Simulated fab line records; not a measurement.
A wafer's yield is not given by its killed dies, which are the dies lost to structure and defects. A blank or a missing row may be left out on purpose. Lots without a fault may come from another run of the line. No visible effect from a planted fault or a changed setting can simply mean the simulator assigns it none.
Which tool was responsible? || flow gf180mcu || Sampling: 13 lots, 39 wafers, 5 of 602 route steps

WHAT EACH GAUGE READ, for each wafer
GF_HV_LDD_RS_MEAS_53: measures by four-point-probe.
{"lot": "L225", "measured": "day 12 13:10", "on": "filmMetro-04", "HV_LDD_RS (ohm/sq)": "417.1 417.4 418.9"}
{"lot": "L226", "measured": "day 13 06:18", "on": "filmMetro-04", "HV_LDD_RS (ohm/sq)": "417.7 417.5 416.7"}
{"lot": "L229", "measured": "day 14 06:05", "on": "filmMetro-03", "HV_LDD_RS (ohm/sq)": "417.4 418.0 420.1"}
{"lot": "L231", "measured": "day 15 00:46", "on": "filmMetro-03", "HV_LDD_RS (ohm/sq)": "418.2 418.1 418.8"}
{"lot": "L232", "measured": "day 15 18:44", "on": "filmMetro-01", "HV_LDD_RS (ohm/sq)": "418.8 416.8 418.3"}
{"lot": "L233", "measured": "day 15 18:56", "on": "filmMetro-03", "HV_LDD_RS (ohm/sq)": "418.5 417.9 417.6"}
{"lot": "L235", "measured": "day 15 20:50", "on": "filmMetro-01", "HV_LDD_RS (ohm/sq)": "417.5 418.2 418.5"}
{"lot": "L236", "measured": "day 16 05:37", "on": "filmMetro-01", "HV_LDD_RS (ohm/sq)": "418.0 416.8 417.9"}
{"lot": "L237", "measured": "day 16 21:26", "on": "filmMetro-04", "HV_LDD_RS (ohm/sq)": "417.4 417.6 417.1"}
{"lot": "L238", "measured": "day 17 01:16", "on": "filmMetro-04", "HV_LDD_RS (ohm/sq)": "417.1 418.0 418.7"}
{"lot": "L242", "measured": "day 18 07:27", "on": "filmMetro-04", "HV_LDD_RS (ohm/sq)": "418.9 418.3 417.6"}
{"lot": "L243", "measured": "day 19 01:55", "on": "filmMetro-04", "HV_LDD_RS (ohm/sq)": "415.4 415.8 414.0"}
{"lot": "L245", "measured": "day 19 15:56", "on": "filmMetro-04", "HV_LDD_RS (ohm/sq)": "413.3 412.8 413.5"}

GF_NSD_TW_MEAS_12.
{"lot": "L225", "measured": "day 13 12:45", "on": "filmMetro-02", "NSD_TW": "4258 4239 4263"}
{"lot": "L226", "measured": "day 14 06:46", "on": "filmMetro-02", "NSD_TW": "4201 4207 4209"}
{"lot": "L229", "measured": "day 15 07:14", "on": "filmMetro-04", "NSD_TW": "4283 4287 4295"}
{"lot": "L231", "measured": "day 16 02:02", "on": "filmMetro-04", "NSD_TW": "4324 4321 4295"}
{"lot": "L232", "measured": "day 16 22:28", "on": "filmMetro-03", "NSD_TW": "4175 4164 4184"}
{"lot": "L233", "measured": "day 16 22:46", "on": "filmMetro-02", "NSD_TW": "4221 4191 4208"}
{"lot": "L235", "measured": "day 17 01:57", "on": "filmMetro-04", "NSD_TW": "4290 4324 4284"}
{"lot": "L236", "measured": "day 17 09:40", "on": "filmMetro-02", "NSD_TW": "4237 4240 4231"}
{"lot": "L237", "measured": "day 18 00:28", "on": "filmMetro-02", "NSD_TW": "4223 4210 4220"}
{"lot": "L238", "measured": "day 18 04:28", "on": "filmMetro-02", "NSD_TW": "4221 4196 4209"}
{"lot": "L242", "measured": "day 19 11:26", "on": "filmMetro-02", "NSD_TW": "4257 4235 4229"}
{"lot": "L243", "measured": "day 20 06:10", "on": "filmMetro-03", "NSD_TW": "4182 4178 4192"}
{"lot": "L245", "measured": "day 20 19:17", "on": "filmMetro-03", "NSD_TW": "4190 4159 4188"}

WHAT TOOL EACH LOT RAN ON (gives the tool, then ch and the chambers of the sampled wafers, and finally the start)
{"lot": "L225", "GF_HV_LDD_STRIP_10": "plasmaAsher-04 ch 0,1, day 10 02:58", "GF_HV_LDD_STRIP_37": "plasmaAsher-03 ch 0,1, day 11 16:58", "GF_HV_LDD_RTA_52": "rtpAnneal-01 ch 0, day 12 13:05"}
{"lot": "L226", "GF_HV_LDD_STRIP_10": "plasmaAsher-04 ch 0,1, day 10 19:46", "GF_HV_LDD_STRIP_37": "plasmaAsher-02 ch 0, day 12 10:22", "GF_HV_LDD_RTA_52": "rtpAnneal-02 ch 0, day 13 06:14"}
{"lot": "L229", "GF_HV_LDD_STRIP_10": "plasmaAsher-04 ch 0,1, day 11 16:30", "GF_HV_LDD_STRIP_37": "plasmaAsher-02 ch 0,1, day 13 07:47", "GF_HV_LDD_RTA_52": "rtpAnneal-01 ch 0, day 14 06:02"}
{"lot": "L231", "GF_HV_LDD_STRIP_10": "plasmaAsher-04 ch 0,1, day 12 10:13", "GF_HV_LDD_STRIP_37": "plasmaAsher-03 ch 0,1, day 14 02:53", "GF_HV_LDD_RTA_52": "rtpAnneal-01 ch 0, day 15 00:42"}
{"lot": "L232", "GF_HV_LDD_STRIP_10": "plasmaAsher-03 ch 0,1, day 12 23:53", "GF_HV_LDD_STRIP_37": "plasmaAsher-03 ch 1, day 14 19:05", "GF_HV_LDD_RTA_52": "rtpAnneal-02 ch 0, day 15 18:41"}
{"lot": "L233", "GF_HV_LDD_STRIP_10": "plasmaAsher-02 ch 0,1, day 13 00:11", "GF_HV_LDD_STRIP_37": "plasmaAsher-04 ch 0,1, day 14 19:13", "GF_HV_LDD_RTA_52": "rtpAnneal-01 ch 0, day 15 18:52"}
{"lot": "L235", "GF_HV_LDD_STRIP_10": "plasmaAsher-03 ch 0,1, day 13 02:56", "GF_HV_LDD_STRIP_37": "plasmaAsher-02 ch 0,1, day 14 22:07", "GF_HV_LDD_RTA_52": "rtpAnneal-02 ch 0, day 15 20:46"}
{"lot": "L236", "GF_HV_LDD_STRIP_10": "plasmaAsher-03 ch 0,1, day 13 10:55", "GF_HV_LDD_STRIP_37": "plasmaAsher-02 ch 0,1, day 15 06:22", "GF_HV_LDD_RTA_52": "rtpAnneal-01 ch 0, day 16 05:33"}
{"lot": "L237", "GF_HV_LDD_STRIP_10": "plasmaAsher-04 ch 0,1, day 14 01:16", "GF_HV_LDD_STRIP_37": "plasmaAsher-04 ch 1, day 15 21:58", "GF_HV_LDD_RTA_52": "rtpAnneal-01 ch 0, day 16 21:23"}
{"lot": "L238", "GF_HV_LDD_STRIP_10": "plasmaAsher-03 ch 0,1, day 14 05:10", "GF_HV_LDD_STRIP_37": "plasmaAsher-04 ch 0,1, day 16 02:04", "GF_HV_LDD_RTA_52": "rtpAnneal-02 ch 0, day 17 01:11"}
{"lot": "L242", "GF_HV_LDD_STRIP_10": "plasmaAsher-02 ch 0,1, day 15 08:37", "GF_HV_LDD_STRIP_37": "plasmaAsher-04 ch 0,1, day 17 06:46", "GF_HV_LDD_RTA_52": "rtpAnneal-01 ch 0, day 18 07:23"}
{"lot": "L243", "GF_HV_LDD_STRIP_10": "plasmaAsher-02 ch 0,1, day 16 00:22", "GF_HV_LDD_STRIP_37": "plasmaAsher-02 ch 0,1, day 18 00:52", "GF_HV_LDD_RTA_52": "rtpAnneal-01 ch 0, day 19 01:50"}
{"lot": "L245", "GF_HV_LDD_STRIP_10": "plasmaAsher-02 ch 0,1, day 16 14:46", "GF_HV_LDD_STRIP_37": "plasmaAsher-04 ch 0,1, day 18 14:16", "GF_HV_LDD_RTA_52": "rtpAnneal-01 ch 0, day 19 15:53"}
- GF_HV_LDD_STRIP_10: strips in O2/N2.
- GF_HV_LDD_STRIP_37: strips in O2/N2.
- GF_HV_LDD_RTA_52: time 10 s.

WHAT THE TOOLS THEMSELVES READ (means of the sampled wafers that have a number; where no wafer has one, the mark that the record gives instead)
GF_HV_LDD_STRIP_10.
{"lot": "L225", "tool": "plasmaAsher-04", "drypumpMotorCurrentA (A)": 5.5, "heaterPowerW (W)": 375, "oesProductAu (a.u.)": 0.718, "stripTimeToEndpointS (s)": 12.57}
{"lot": "L226", "tool": "plasmaAsher-04", "drypumpMotorCurrentA (A)": 5.4, "heaterPowerW (W)": 371, "oesProductAu (a.u.)": 0.717, "stripTimeToEndpointS (s)": 12.59}
{"lot": "L229", "tool": "plasmaAsher-04", "drypumpMotorCurrentA (A)": 5.3, "heaterPowerW (W)": 365, "oesProductAu (a.u.)": 0.719, "stripTimeToEndpointS (s)": 12.61}
{"lot": "L231", "tool": "plasmaAsher-04", "drypumpMotorCurrentA (A)": 5.3, "heaterPowerW (W)": 360, "oesProductAu (a.u.)": 0.712, "stripTimeToEndpointS (s)": 12.62}
{"lot": "L232", "tool": "plasmaAsher-03", "drypumpMotorCurrentA (A)": 5.2, "heaterPowerW (W)": 337, "oesProductAu (a.u.)": 0.720, "stripTimeToEndpointS (s)": 12.55}
{"lot": "L233", "tool": "plasmaAsher-02", "drypumpMotorCurrentA (A)": 5.7, "heaterPowerW (W)": 321, "oesProductAu (a.u.)": 0.717, "stripTimeToEndpointS (s)": 12.63}
{"lot": "L235", "tool": "plasmaAsher-03", "drypumpMotorCurrentA (A)": 5.6, "heaterPowerW (W)": 373, "oesProductAu (a.u.)": 0.716, "stripTimeToEndpointS (s)": 12.66}
{"lot": "L236", "tool": "plasmaAsher-03", "drypumpMotorCurrentA (A)": 5.2, "heaterPowerW (W)": 334, "oesProductAu (a.u.)": 0.715, "stripTimeToEndpointS (s)": 12.65}
{"lot": "L237", "tool": "plasmaAsher-04", "drypumpMotorCurrentA (A)": 5.3, "heaterPowerW (W)": 365, "oesProductAu (a.u.)": 0.715, "stripTimeToEndpointS (s)": 12.59}
{"lot": "L238", "tool": "plasmaAsher-03", "drypumpMotorCurrentA (A)": 5.6, "heaterPowerW (W)": 371, "oesProductAu (a.u.)": 0.720, "stripTimeToEndpointS (s)": 12.62}
{"lot": "L242", "tool": "plasmaAsher-02", "drypumpMotorCurrentA (A)": 5.7, "heaterPowerW (W)": 327, "oesProductAu (a.u.)": 0.713, "stripTimeToEndpointS (s)": 12.62}
{"lot": "L243", "tool": "plasmaAsher-02", "drypumpMotorCurrentA (A)": 5.8, "heaterPowerW (W)": 327, "oesProductAu (a.u.)": 0.712, "stripTimeToEndpointS (s)": 12.66}
{"lot": "L245", "tool": "plasmaAsher-02", "drypumpMotorCurrentA (A)": 5.7, "heaterPowerW (W)": 319, "oesProductAu (a.u.)": 0.717, "stripTimeToEndpointS (s)": 12.67}

GF_HV_LDD_STRIP_37.
{"lot": "L225", "tool": "plasmaAsher-03", "drypumpMotorCurrentA (A)": 5.3, "heaterPowerW (W)": 338, "oesProductAu (a.u.)": 0.715, "stripTimeToEndpointS (s)": 12.64}
{"lot": "L226", "tool": "plasmaAsher-02", "drypumpMotorCurrentA (A)": 5.6, "heaterPowerW (W)": 324, "oesProductAu (a.u.)": 0.718, "stripTimeToEndpointS (s)": 12.63}
{"lot": "L229", "tool": "plasmaAsher-02", "drypumpMotorCurrentA (A)": 5.7, "heaterPowerW (W)": 326, "oesProductAu (a.u.)": 0.714, "stripTimeToEndpointS (s)": 12.63}
{"lot": "L231", "tool": "plasmaAsher-03", "drypumpMotorCurrentA (A)": 5.6, "heaterPowerW (W)": 370, "oesProductAu (a.u.)": 0.717, "stripTimeToEndpointS (s)": 12.62}
{"lot": "L232", "tool": "plasmaAsher-03", "drypumpMotorCurrentA (A)": 4.8, "heaterPowerW (W)": 301, "oesProductAu (a.u.)": 0.717, "stripTimeToEndpointS (s)": 12.67}
{"lot": "L233", "tool": "plasmaAsher-04", "drypumpMotorCurrentA (A)": 5.4, "heaterPowerW (W)": 377, "oesProductAu (a.u.)": 0.715, "stripTimeToEndpointS (s)": 12.60}
{"lot": "L235", "tool": "plasmaAsher-02", "drypumpMotorCurrentA (A)": 5.7, "heaterPowerW (W)": 324, "oesProductAu (a.u.)": 0.715, "stripTimeToEndpointS (s)": 12.62}
{"lot": "L236", "tool": "plasmaAsher-02", "drypumpMotorCurrentA (A)": 5.8, "heaterPowerW (W)": 329, "oesProductAu (a.u.)": 0.715, "stripTimeToEndpointS (s)": 12.68}
{"lot": "L237", "tool": "plasmaAsher-04", "drypumpMotorCurrentA (A)": 5.6, "heaterPowerW (W)": 382, "oesProductAu (a.u.)": 0.712, "stripTimeToEndpointS (s)": 12.61}
{"lot": "L238", "tool": "plasmaAsher-04", "drypumpMotorCurrentA (A)": 5.2, "heaterPowerW (W)": 364, "oesProductAu (a.u.)": 0.717, "stripTimeToEndpointS (s)": 12.63}
{"lot": "L242", "tool": "plasmaAsher-04", "drypumpMotorCurrentA (A)": 5.3, "heaterPowerW (W)": 363, "oesProductAu (a.u.)": 0.718, "stripTimeToEndpointS (s)": 12.58}
{"lot": "L243", "tool": "plasmaAsher-02", "drypumpMotorCurrentA (A)": 5.6, "heaterPowerW (W)": 327, "oesProductAu (a.u.)": 0.718, "stripTimeToEndpointS (s)": 12.66}
{"lot": "L245", "tool": "plasmaAsher-04", "drypumpMotorCurrentA (A)": 5.3, "heaterPowerW (W)": 368, "oesProductAu (a.u.)": 0.715, "stripTimeToEndpointS (s)": 12.61}

GF_HV_LDD_RTA_52.
{"lot": "L225", "tool": "rtpAnneal-01", "lampPowerPct (%)": 31.8, "wafer_temp_C_max": 1005.1}
{"lot": "L226", "tool": "rtpAnneal-02", "lampPowerPct (%)": 30.9, "wafer_temp_C_max": 1005.6}
{"lot": "L229", "tool": "rtpAnneal-01", "lampPowerPct (%)": 31.8, "wafer_temp_C_max": 1006.4}
{"lot": "L231", "tool": "rtpAnneal-01", "lampPowerPct (%)": 31.8, "wafer_temp_C_max": 1006.1}
{"lot": "L232", "tool": "rtpAnneal-02", "lampPowerPct (%)": 30.9, "wafer_temp_C_max": 1003.7}
{"lot": "L233", "tool": "rtpAnneal-01", "lampPowerPct (%)": 31.8, "wafer_temp_C_max": 1006.5}
{"lot": "L235", "tool": "rtpAnneal-02", "lampPowerPct (%)": 30.9, "wafer_temp_C_max": 1004.8}
{"lot": "L236", "tool": "rtpAnneal-01", "lampPowerPct (%)": 31.8, "wafer_temp_C_max": 1003.8}
{"lot": "L237", "tool": "rtpAnneal-01", "lampPowerPct (%)": 31.8, "wafer_temp_C_max": 1004.5}
{"lot": "L238", "tool": "rtpAnneal-02", "lampPowerPct (%)": 30.9, "wafer_temp_C_max": 1006.1}
{"lot": "L242", "tool": "rtpAnneal-01", "lampPowerPct (%)": 31.8, "wafer_temp_C_max": 1006.0}
{"lot": "L243", "tool": "rtpAnneal-01", "lampPowerPct (%)": 24.4, "wafer_temp_C_max": 904.4}
{"lot": "L245", "tool": "rtpAnneal-01", "lampPowerPct (%)": 24.4, "wafer_temp_C_max": 904.3}

THE ANSWER, worked out from the rows above alone
Rule: the usual values come from the lots themselves. The widest of any qualifying gaps counts: lots, ordered by their means at a reading, are off when they make up no more than a third of the lots, leave a main group of 4 or more, and stand apart from it by 3 or more times the standard deviation of that group's means. Not used: any main group whose means are identical at the precision the tables above print for the reading. Also off: a lot with no number at a reading for which 4 or more lots have one. Any other lot the step has rows for is counted as sound. First the gauges in route order, then the tools' own readings, where a lot's mean is used as printed above. The first step at which some lot is off is used, and at that step the reading that is off furthest; a lot without a number counts as furthest.
Off: at GF_HV_LDD_RS_MEAS_53 (HV_LDD_RS), L243, L245. Main group: mean 417.9 ohm/sq, sd 0.37.
If a tool, at a process step before that reading, ran all the lots that are off and no sound lot after the first of them, it fits. The gauges at GF_HV_LDD_RS_MEAS_53 aren't tried: what is off there is off at GF_HV_LDD_RTA_52 too, on other tools, and a gauge's error can't cause that. Can't be told from this: 2 tools fit, plasmaAsher-02 at GF_HV_LDD_STRIP_10, rtpAnneal-01 at GF_HV_LDD_RTA_52.

WHAT THE SIMULATOR HAD INSERTED
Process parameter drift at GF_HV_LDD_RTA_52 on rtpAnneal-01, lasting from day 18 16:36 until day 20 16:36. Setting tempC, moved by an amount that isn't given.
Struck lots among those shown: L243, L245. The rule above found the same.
